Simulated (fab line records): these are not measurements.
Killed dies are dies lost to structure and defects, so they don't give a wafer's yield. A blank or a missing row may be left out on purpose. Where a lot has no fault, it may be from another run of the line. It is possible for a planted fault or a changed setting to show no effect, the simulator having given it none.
A lot that was struck, set against a sound lot + flow sky130 + 26 out of 708 route steps
Sound: these wafers, L420.2, L420.4, L420.5. Struck: wafer L425.6. (L425.1 of the same lot was not struck and is left out.) The cause comes at the end.
Order at every step that has rows: each side's tool, ch and its chambers, its first start. Under that, the readings that differ: sound wafers + struck wafers + difference of the means + sigmas: that difference in standard deviations of wafers without a fault.
alike: same words and numbers on both sides, and readings whose means sit less than 2 such deviations apart. not compared: any withheld reading, any reading some wafer has no value for, any bound like >300 that may hide the same value, and any number with overlapping values for which the record gives no deviation.
The two part at a step that has a row with sigmas, a row that says differs or no value, or rows on one side only. Non-overlapping numbers with no deviation appear without sigmas and do not part them. A reading that every wafer of one side lacks parts them only if that side has two wafers or more.

first, 9 steps without rows for these wafers: SKY_LI_CONTACT_ETCH_14 (etches BARC in N2/H2, stops on SiO2, time 45.9 s, target depth 60 nm); SKY_LI_CONTACT_ETCH_15 (etches PSG in C4F8/O2/Ar, stops on Si, target depth 600 nm); SKY_LI_CONTACT_STRIP_16 (strips in O2/N2); SKY_LI_CONTACT_CLEAN_17 (cleans in NMP, time 600 s); SKY_LI_CONTACT_PRE_CLEAN_18 (time 5.6 s); SKY_LI_CONTACT_SPUTTER_19 (material Ti, target thk 20 nm, time 106.37 s); SKY_LI_CONTACT_SPUTTER_20 (material TiN, target thk 20 nm, time 80 s); SKY_LI_CONTACT_CVD_21 (deposits W, target thk 400 nm, time 120.56 s); SKY_LI_CONTACT_CMP_24 (polishes, stops on PSG, t overpolish 20 s, target thk 0 nm).
SKY_LOCAL_INTERCONNECT_SPUTTER_00: material TiN, target thk 100 nm, time 83.3 s.
  sound on pvd-sputter-04, day 29 08:03; struck on pvd-sputter-04, day 31 08:04
| reading                                                | sound            | struck | difference | sigmas |
|--------------------------------------------------------|------------------|--------|------------|--------|
| model.TiN_of_LOCAL_INTERCONNECT_SPUTTER_00.thk-nm (nm) | 99.95 98.8 98.43 | 110.8  | +11.7      |        |
  alike: chamber-pressure-pa, throttle-valve-pct
SKY_LOCAL_INTERCONNECT_RS_MEAS_01: uses a four-point probe to measure.
  sound on film-metro-03, day 29 08:08; struck on film-metro-03, day 31 08:08
| reading                            | sound             | struck | difference | sigmas |
|------------------------------------|-------------------|--------|------------|--------|
| LOCAL_INTERCONNECT_TIN_RS (ohm/sq) | 14.16 14.35 14.39 | 12.74  | -1.56      | -8     |
SKY_LOCAL_INTERCONNECT_THK_MEAS_02: measures by xrf.
  sound on film-metro-03, day 29 08:15; struck on film-metro-03, day 31 08:16
| reading                         | sound           | struck | difference | sigmas |
|---------------------------------|-----------------|--------|------------|--------|
| LOCAL_INTERCONNECT_TIN_THK (nm) | 100.4 99.0 98.4 | 111.6  | +12.3      | +9     |
then, 9 steps without rows for these wafers: SKY_LOCAL_INTERCONNECT_DEHYDRATE_03 (time 60 s); SKY_LOCAL_INTERCONNECT_HMDS_04 (prime time 60 s); SKY_LOCAL_INTERCONNECT_COAT_05 (resist thk 60 nm); SKY_LOCAL_INTERCONNECT_COAT_06 (resist thk 450 nm); SKY_LOCAL_INTERCONNECT_SOFTBAKE_07 (time 90 s); SKY_LOCAL_INTERCONNECT_EXPOSE_08 (exposes mask LI1M, target cd 170 nm); SKY_LOCAL_INTERCONNECT_PEB_09; SKY_LOCAL_INTERCONNECT_DEVELOP_10 (develop time 60 s); SKY_LOCAL_INTERCONNECT_ETCH_13 (etches BARC in N2/H2, stops on SiO2, time 45.9 s, target depth 60 nm).
SKY_LOCAL_INTERCONNECT_METAL_ETCH_14: etches TiN in Cl2/BCl3, stops on PSG, target depth 110 nm, time 31.4 s.
  sound on rie-metal-03 ch 0, day 30 12:38; struck on rie-metal-01 ch 0, day 32 11:37
| reading                     | sound                | struck | difference | sigmas |
|-----------------------------|----------------------|--------|------------|--------|
| drypump-motor-current-A (A) | 6.0 6.0 6.0          | 5.3    | -0.7       | -2     |
| oes-product-au (a.u.)       | 0.943 0.929 0.929    | 1.004  | +0.070     | +8     |
| throttle-valve-pct (%)      | 21.908 21.908 21.903 | 21.862 | -0.044     | -5     |
  not compared: rf-hours-counter-h
then, 1 step without rows for these wafers: SKY_LOCAL_INTERCONNECT_STRIP_15 (strips in O2/N2).
SKY_LOCAL_INTERCONNECT_STRIP_16: strips in post etch residue remover, time 1200 s.
  sound on wet-bench-04 ch 0, day 30 12:49; struck on wet-bench-03 ch 3, day 32 11:46
| reading                                                | sound             | struck | difference | sigmas |
|--------------------------------------------------------|-------------------|--------|------------|--------|
| model.TiN_of_LOCAL_INTERCONNECT_SPUTTER_00.thk-nm (nm) | 99.53 98.38 98.01 | 110.3  | +11.7      |        |
then, 1 step without rows for these wafers: SKY_LOCAL_INTERCONNECT_CLEAN_17 (cleans in IPA, time 180 s).
-- the record jumps here: 15 days lie between the struck wafers' starts before and after (it left off in module LOCAL_INTERCONNECT and takes up again in module PAD_OPEN, whose first step shown is number 708 of the route) --
SKY_PAD_OPEN_PROBE_99:
  only the struck wafers here have rows in the record (prober-02, day 47 06:03); the sound ones have none

## WHERE THEY PART
At SKY_LOCAL_INTERCONNECT_RS_MEAS_01 first; at SKY_PAD_OPEN_PROBE_99 last (within this record only).

WHY: whatever the simulator had introduced
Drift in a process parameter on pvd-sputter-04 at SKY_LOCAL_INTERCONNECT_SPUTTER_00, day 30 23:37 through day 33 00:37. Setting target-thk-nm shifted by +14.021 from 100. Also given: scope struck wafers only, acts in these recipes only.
